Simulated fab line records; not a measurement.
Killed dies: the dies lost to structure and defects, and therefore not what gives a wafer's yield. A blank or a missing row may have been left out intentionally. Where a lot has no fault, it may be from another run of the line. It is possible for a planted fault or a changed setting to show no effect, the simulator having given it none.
2 desks, one fault -- flow sky130 -- only its own numbers are on each desk; what lay behind them is given at the end

METROLOGY DESK
What the gauges read, lot by lot, whatever tool the lot ran on: means of the sampled wafers that have a number. Marked OUT: a lot whose mean sits more than 4 standard deviations from the usual mean, which makes it out of limits; the brackets give that distance.
Columns: A = VT_ADJUST_HVTR_OVL at SKY_VT_ADJUST_HVTR_OVL_MEAS_08, usual -0.7 nm; B = cdNm at SKY_SONOS_TUNNEL_CD_MEAS_07, usual 409.7 nm; C = cdNm at SKY_SONOS_ONO_CD_MEAS_13, usual 410.0 nm
lot,first seen here,A,B,C
L808,day 9 14:05,1.0,404.7,414.8
L809,day 9 19:53,-1.2,411.6,409.2
L810,day 9 23:58,-0.1,408.9,409.5
L811,day 10 08:28,-0.2,408.2,406.2
L813,day 10 20:51,-1.7,408.9,409.5
L814,day 11 05:29,1.3,409.8,408.4
L816,day 11 15:38,-0.6,413.2,406.9
L817,day 12 04:26,-0.4,410.6,408.9
L818,day 12 16:07,-1.2,406.1,409.2
L825,day 14 22:59,-1.6,392.6 (-6.8) OUT,411.0
L826,day 15 00:47,-2.2,397.0 (-5.1) OUT,413.5
L831,day 16 18:14,-0.8,408.1,411.9
L830,day 16 19:11,0.7,413.8,410.6
This desk's verdict: out of limits on L825, L826, starting with L825 at day 17 06:33 (cdNm at SKY_SONOS_TUNNEL_CD_MEAS_07). Within limits: L808, L809, L810, L811, L813, L814, L816, L817, L818, L831, L830.

DESK OF THE TOOL OWNER: lithoTrack-04
The tool's own readings at SKY_SONOS_TUNNEL_DEVELOP_06 (develop time 60 s): means of the sampled wafers that have a number, for each lot that ran on this tool. Marked OUT: a lot whose mean sits more than 4 standard deviations from the usual mean, which makes it out of limits; the brackets give that distance.
Columns: A = exhaustPa at SKY_SONOS_TUNNEL_DEVELOP_06, usual 44.9 Pa
lot,first seen here,A
L810,day 11 23:20,45.3
L811,day 12 07:02,46.0
L813,day 12 22:37,43.6
L825,day 17 06:25,44.8
L826,day 17 07:53,44.6
Result from this desk: across the 5 lots, nothing is out of limits.

BROUGHT TOGETHER
L825, L826 would have let the metrology desk raise an alarm at day 17 06:33.
The desk of the tool owner found nothing out of limits.
The tool owner's desk has L825, L826 on record, within its limits.
SKY_SONOS_TUNNEL_DEVELOP_06 was run on lithoTrack-04 by each of the lots named.

WHAT THE SIMULATOR HAD INSERTED
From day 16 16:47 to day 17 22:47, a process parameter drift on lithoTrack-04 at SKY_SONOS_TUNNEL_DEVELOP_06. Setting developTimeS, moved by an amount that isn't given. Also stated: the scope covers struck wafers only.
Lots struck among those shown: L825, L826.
Hours from the fault's start to each desk's first reading out of limits: the metrology desk, 14.
